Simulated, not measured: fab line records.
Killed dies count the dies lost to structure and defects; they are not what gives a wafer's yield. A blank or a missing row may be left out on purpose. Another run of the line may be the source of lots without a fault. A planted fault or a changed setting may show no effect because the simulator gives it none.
One fault seen from 2 desks -- flow sky130 -- each desk has only its own numbers; what lay behind them comes last

TOOL OWNER'S DESK, lpcvd-02
The tool's own readings at SKY_SPACER_CVD_00 (deposits Si3N4 from DCS/NH3, target thk 43.1 nm, time 740 s): means of the sampled wafers that have a number, for each lot that ran on this tool. If a lot's mean is further than 4 standard deviations from the usual mean, the lot is out of limits and carries the mark OUT (the distance appears in the brackets). Shown are 7 of the 8 readings it has, namely the first that went out of limits plus those furthest out on some lot.
Columns: A = spike_tc_bottom_C at SKY_SPACER_CVD_00, usual 787 C; B = spike_tc_centre_C at SKY_SPACER_CVD_00, usual 769.9 C; C = spike_tc_lower_C at SKY_SPACER_CVD_00, usual 770.4 C; D = spike_tc_top_C at SKY_SPACER_CVD_00, usual 782.3 C; E = spike_tc_upper_C at SKY_SPACER_CVD_00, usual 771.7 C; F = susceptor_temp_C at SKY_SPACER_CVD_00, usual 770.03 C; G = zone_power_upper_pct at SKY_SPACER_CVD_00, usual 11.85 %
lot,first seen here,A,B,C,D,E,F,G
L336,day 24 20:31,788,769.3,769.6,782.5,771.8,769.61,12.04
L337,day 25 11:17,790,768.5,771.0,782.8,771.2,769.75,11.93
L338,day 25 18:34,789,769.3,770.0,782.6,772.7,769.88,11.95
L340,day 26 05:47,782,771.1,768.7,781.7,769.4,770.06,11.68
L341,day 26 18:19,789,769.9,769.5,782.5,773.3,770.35,11.70
L342,day 27 05:05,789,769.5,770.8,783.0,772.1,770.05,11.96
L343,day 27 05:05,788,769.6,770.6,782.7,773.2,770.14,11.94
L344,day 27 15:02,781,769.9,767.9,781.8,769.9,769.92,11.62
L345,day 27 18:55,781,771.4,769.6,781.5,769.8,770.02,11.70
L349,day 29 06:22,767 (-5.6) OUT,755.6 (-12) OUT,753.7 (-14) OUT,766.3 (-15) OUT,754.1 (-12) OUT,754.49 (-58) OUT,11.34
Finding of this desk: L349 out of limits; the first was L349 at day 29 06:22, on spike_tc_bottom_C at SKY_SPACER_CVD_00. Within limits: L336, L337, L338, L340, L341, L342, L343, L344, L345.

METROLOGY DESK
Lot by lot, what the gauges showed, no matter which tool ran the lot: averages of those sampled wafers that carry a number. If a lot's mean is further than 4 standard deviations from the usual mean, the lot is out of limits and carries the mark OUT (the distance appears in the brackets).
Columns: A = SPACER_CVD_00_THK at SKY_SPACER_THK_MEAS_01, usual 42.9 nm
lot,first seen here,A
L336,day 24 22:20,42.7
L337,day 25 12:30,43.3
L338,day 25 19:46,43.1
L340,day 26 07:01,42.9
L341,day 26 19:32,43.2
L343,day 27 06:17,43.5
L342,day 27 06:19,42.7
L344,day 27 16:14,42.5
L345,day 27 20:09,43.3
L349,day 29 08:11,31.4 (-30) OUT
Finding of this desk: L349 out of limits, first seen on L349 at day 29 08:11 (SPACER_CVD_00_THK at SKY_SPACER_THK_MEAS_01). Within limits: L336, L337, L338, L340, L341, L343, L342, L344, L345.

ALL TOGETHER
The tool owner's desk could have raised an alarm at day 29 06:22, on L349.
The metrology desk could have raised an alarm at day 29 08:11, on L349.
Every lot named ran SKY_SPACER_CVD_00 on lpcvd-02.

WHAT THE SIMULATOR HAD PUT IN
lpcvd-02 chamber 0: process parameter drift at SKY_SPACER_CVD_00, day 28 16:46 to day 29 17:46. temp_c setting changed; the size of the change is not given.
Struck lots among those shown: L349.
Hours from the fault's start to each desk's first reading out of limits: the tool owner's desk, 14; the metrology desk, 15.
